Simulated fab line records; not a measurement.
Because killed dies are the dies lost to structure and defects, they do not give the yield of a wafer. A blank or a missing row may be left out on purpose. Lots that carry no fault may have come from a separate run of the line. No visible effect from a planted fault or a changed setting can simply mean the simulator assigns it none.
Which tool is to blame? -- flow sky130 -- Sampling: 11 lots, 33 wafers, 6 of 708 route steps

## WHAT EACH GAUGE READ, for each wafer
SKY_FIELD_ISO_CD_MEAS_13: target cd 150 nm. Usual: cdNm at 150.3 nm, with a standard deviation of 1.3.
lot,measured,on,cdNm (nm),flag
L175,day 2 09:34,cdSem-01,151.3 151.4 151.5,
L176,day 2 15:22,cdSem-02,149.5 150.7 151.3,
L177,day 2 19:38,cdSem-01,149.3 150.7 148.9,
L180,day 3 13:54,cdSem-02,151.9 150.7 151.9,
L181,day 3 17:12,cdSem-02,150.0 148.9 149.6,
L184,day 4 09:07,cdSem-01,149.6 150.3 150.2,
L188,day 5 05:16,cdSem-02,146.9 148.1 147.4,
L192,day 6 01:25,cdSem-02,152.8 152.1 150.9,
L194,day 6 13:37,cdSem-01,150.1 150.2 151.7,
L195,day 6 17:17,cdSem-02,151.1 149.9 150.6,
L197,day 7 06:19,cdSem-02,151.2 152.4 150.7,

SKY_PWDE_TW_MEAS_10. Usual: PWDE_TW typically reads 375.0, with standard deviation 1.7.
lot,measured,on,PWDE_TW,flag
L175,day 4 05:07,filmMetro-01,372.5 372.6 371.3,
L176,day 4 09:31,filmMetro-02,377.5 376.4 375.2,
L177,day 4 10:52,filmMetro-01,374.0 371.2 371.2,
L180,day 5 08:10,filmMetro-03,373.0 374.7 374.4,
L181,day 5 12:08,filmMetro-01,373.2 373.8 374.7,
L184,day 6 04:37,filmMetro-01,375.7 374.5 373.3,
L188,day 7 06:58,filmMetro-02,374.9 377.9 375.9,
L192,day 7 23:11,filmMetro-02,375.5 376.3 376.7,
L194,day 8 13:41,filmMetro-03,377.9 376.7 376.7,
L195,day 8 16:04,filmMetro-03,377.5 378.3 377.0,
L197,day 9 06:26,filmMetro-03,376.2 374.9 378.2,

SKY_NWELL_TW_MEAS_15. Usual: NWELL_TW typically reads 1827, with standard deviation 7.
lot,measured,on,NWELL_TW,flag
L175,day 4 22:04,filmMetro-01,1817 1830 1813,
L176,day 5 02:07,filmMetro-01,1812 1819 1819,
L177,day 5 04:23,filmMetro-02,1823 1830 1824,
L180,day 6 02:22,filmMetro-02,1845 1832 1837,
L181,day 6 06:10,filmMetro-02,1837 1830 1829,
L184,day 6 23:01,filmMetro-02,1999 1995 1993,OFF
L188,day 8 02:35,filmMetro-01,1997 2001 1995,OFF
L192,day 8 20:04,filmMetro-03,1825 1838 1838,
L194,day 9 11:41,filmMetro-03,1834 1844 1838,
L195,day 9 13:41,filmMetro-02,1824 1834 1827,
L197,day 10 04:21,filmMetro-03,1814 1819 1818,

SKY_NWELL_RS_MEAS_29: measures by four-point-probe. Usual: NWELL_RS typically reads 624.9 ohm/sq, with standard deviation 2.
lot,measured,on,NWELL_RS (ohm/sq),flag
L175,day 5 15:26,filmMetro-03,626.0 626.2 627.1,
L176,day 5 20:02,filmMetro-03,627.0 625.6 627.2,
L177,day 5 22:21,filmMetro-01,624.6 627.0 624.5,
L180,day 6 21:08,filmMetro-02,622.4 623.5 625.0,
L181,day 7 00:53,filmMetro-01,626.9 627.2 627.5,
L184,day 7 18:56,filmMetro-01,537.2 537.3 538.6,OFF
L188,day 9 00:13,filmMetro-01,535.3 534.1 533.2,OFF
L192,day 9 18:03,filmMetro-01,626.0 624.8 625.2,
L194,day 10 09:48,filmMetro-03,625.7 626.9 625.8,
L195,day 10 11:26,filmMetro-01,624.8 623.0 624.8,
L197,day 11 03:27,filmMetro-01,625.1 624.7 623.4,

## WHAT TOOL EACH LOT RAN ON (gives the tool, then ch and the chambers of the sampled wafers, and finally the start)
lot,SKY_FIELD_ISO_STRIP_16,SKY_NWELL_IMPLANT_11
L175,"plasmaAsher-04 ch 0,1, day 2 09:47","implanter-03 ch 0, day 4 21:31"
L176,"plasmaAsher-04 ch 0,1, day 2 15:35","implanter-04 ch 0, day 5 01:34"
L177,"plasmaAsher-02 ch 0,1, day 2 19:52","implanter-04 ch 0, day 5 03:50"
L180,"plasmaAsher-04 ch 0, day 3 14:07","implanter-03 ch 0, day 6 01:49"
L181,"plasmaAsher-02 ch 0,1, day 3 17:25","implanter-04 ch 0, day 6 05:37"
L184,"plasmaAsher-03 ch 0,1, day 4 09:20","implanter-03 ch 0, day 6 22:28"
L188,"plasmaAsher-04 ch 0,1, day 5 05:28","implanter-03 ch 0, day 8 02:04"
L192,"plasmaAsher-03 ch 0,1, day 6 01:38","implanter-02 ch 0, day 8 19:31"
L194,"plasmaAsher-03 ch 0,1, day 6 13:50","implanter-02 ch 0, day 9 11:08"
L195,"plasmaAsher-04 ch 0,1, day 6 17:31","implanter-02 ch 0, day 9 13:08"
L197,"plasmaAsher-04 ch 0, day 7 06:31","implanter-04 ch 0, day 10 03:49"
- SKY_FIELD_ISO_STRIP_16: strips in O2/N2.
- SKY_NWELL_IMPLANT_11

## AS READ BY THE TOOLS THEMSELVES (means over the sampled wafers that have a number; for cases with no such wafer, the mark the record gives instead)
SKY_FIELD_ISO_STRIP_16. Usual: drypumpMotorCurrentA 5.6 A, standard deviation 0.44; n2FlowSccm 300.0 sccm, standard deviation 0.84; oesProductAu 0.376 a.u., standard deviation 0.0044; stripTimeToEndpointS 3.541 s, standard deviation 0.021.
lot,tool,drypumpMotorCurrentA (A),n2FlowSccm (sccm),oesProductAu (a.u.),stripTimeToEndpointS (s),flag
L175,plasmaAsher-04,5.9,299.9,0.377,3.568,
L176,plasmaAsher-04,5.9,299.6,0.375,3.528,
L177,plasmaAsher-02,5.4,299.6,0.379,3.560,
L180,plasmaAsher-04,6.3,299.4,0.375,3.525,
L181,plasmaAsher-02,5.4,300.6,0.372,3.516,
L184,plasmaAsher-03,6.0,300.2,0.375,3.535,
L188,plasmaAsher-04,5.9,300.0,0.377,3.525,
L192,plasmaAsher-03,6.0,300.5,0.377,3.550,
L194,plasmaAsher-03,6.0,300.0,0.370,3.548,
L195,plasmaAsher-04,5.9,299.5,0.382,3.559,
L197,plasmaAsher-04,6.3,299.6,0.378,3.577,

SKY_NWELL_IMPLANT_11. Usual: doseIonsCm2 1.9001e+13, standard deviation 1.8e+10; faradayCurrentUA 107.0, standard deviation 2.1.
lot,tool,doseIonsCm2,faradayCurrentUA,flag
L175,implanter-03,1.9042e+13,109.0,
L176,implanter-04,1.9017e+13,103.8,
L177,implanter-04,1.9017e+13,108.1,
L180,implanter-03,1.9018e+13,108.4,
L181,implanter-04,1.8998e+13,105.9,
L184,implanter-03,2.5196e+13,141.5,OFF
L188,implanter-03,2.5215e+13,145.6,OFF
L192,implanter-02,1.8997e+13,106.6,
L194,implanter-02,1.9020e+13,105.8,
L195,implanter-02,1.9018e+13,107.9,
L197,implanter-04,1.8994e+13,108.4,

## THE ANSWER, worked out from the rows above alone
Rule: a lot counts as off when the mean over its wafers that have a number is more than 3 standard deviations away from the usual mean. Also off: a lot with no number at a reading for which 4 or more lots have one. All remaining lots with rows at the step are treated as sound. First the gauges in route order, then the tools' own readings, where a lot's mean is used as printed above. At the first step where some lot is off, the reading lying furthest off is the one used; lots without a number count as furthest.
Off: L184, L188, at SKY_NWELL_TW_MEAS_15 (NWELL_TW).
A tool fits if, at a process step before that reading, it ran every lot that is off, and no sound lot after the first of them. The gauges at SKY_NWELL_TW_MEAS_15 aren't tried: what is off there is off at SKY_NWELL_IMPLANT_11 too, on other tools, and a gauge's error can't cause that. One fits: SKY_NWELL_IMPLANT_11 on implanter-03. Its last sound lot is L180 (day 6 01:49), its first lot that is off L184 (day 6 22:28): a fault that began between those two fits.
The tool's own readings at SKY_NWELL_IMPLANT_11 bear it out: on the lots that are off they differ by more than 5 times the standard deviation of the sound lots' means. doseIonsCm2 reads 2.5206e+13 there against 1.9013e+13 on the sound lots; faradayCurrentUA reads 143.6 there against 107.1 on the sound lots.

## WHAT THE SIMULATOR HAD PUT IN
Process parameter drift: implanter-03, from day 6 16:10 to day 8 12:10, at SKY_NWELL_IMPLANT_11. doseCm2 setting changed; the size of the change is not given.
Shown lots that were struck: L184, L188. The rule above reached the same finding.
